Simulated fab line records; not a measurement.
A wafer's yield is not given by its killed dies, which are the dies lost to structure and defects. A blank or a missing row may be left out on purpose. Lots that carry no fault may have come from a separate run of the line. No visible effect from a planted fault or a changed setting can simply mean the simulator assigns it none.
2 desks looking at one fault -- flow sky130 -- each desk holds nothing but its own numbers, with what lay behind them at the end

## THE TOOL OWNER'S DESK: pvd-sputter-02
At SKY_METAL5_SPUTTER_04 (material TiN, target thk 70 nm, time 58.3 s) the tool's own readings: per lot run on this tool, the mean of the sampled wafers that have a number. Any lot whose mean is over 4 standard deviations away from the usual mean is out of limits and marked OUT; that distance is given in the brackets.
Columns: A = throttle-valve-pct at SKY_METAL5_SPUTTER_04, usual 29.8 %
lot,first seen here,A
L704,day 43 17:24,29.8
L713,day 46 00:20,29.8
L716,day 46 20:12,30.0
Finding of this desk: none of the 3 lots has anything out of limits.

## METROLOGY DESK
What the gauges read for every lot (on any tool): the sampled wafers with a number, averaged. Any lot whose mean is over 4 standard deviations away from the usual mean is out of limits and marked OUT; that distance is given in the brackets.
Columns: A = POLY_GATE_OXIDATION_THK at SKY_POLY_GATE_THK_MEAS_21, usual 4.02 nm; B = cd-nm at SKY_SD_P_CD_MEAS_07, usual 380.3 nm
lot,first seen here,A,B
L702,day 17 07:27,3.96,379.9
L703,day 17 07:31,4.04,382.3
L704,day 17 12:43,4.13,381.6
L705,day 17 12:46,4.20,385.4
L713,day 20 15:48,4.19,378.7
L712,day 20 16:36,3.97,380.0
L716,day 21 19:46,4.01,378.6
L720,day 23 02:32,4.14,381.4
L722,day 23 16:26,3.97,376.4
L723,day 24 04:52,4.20,375.5
L725,day 24 09:56,3.88,380.0
L724,day 24 13:26,3.94,378.3
Finding of this desk: none of the 12 lots has anything out of limits.

## ALL TOGETHER
The desk of the tool owner found nothing out of limits.
The metrology desk saw nothing out of limits.

## WHAT HAD BEEN PUT IN BY THE SIMULATOR
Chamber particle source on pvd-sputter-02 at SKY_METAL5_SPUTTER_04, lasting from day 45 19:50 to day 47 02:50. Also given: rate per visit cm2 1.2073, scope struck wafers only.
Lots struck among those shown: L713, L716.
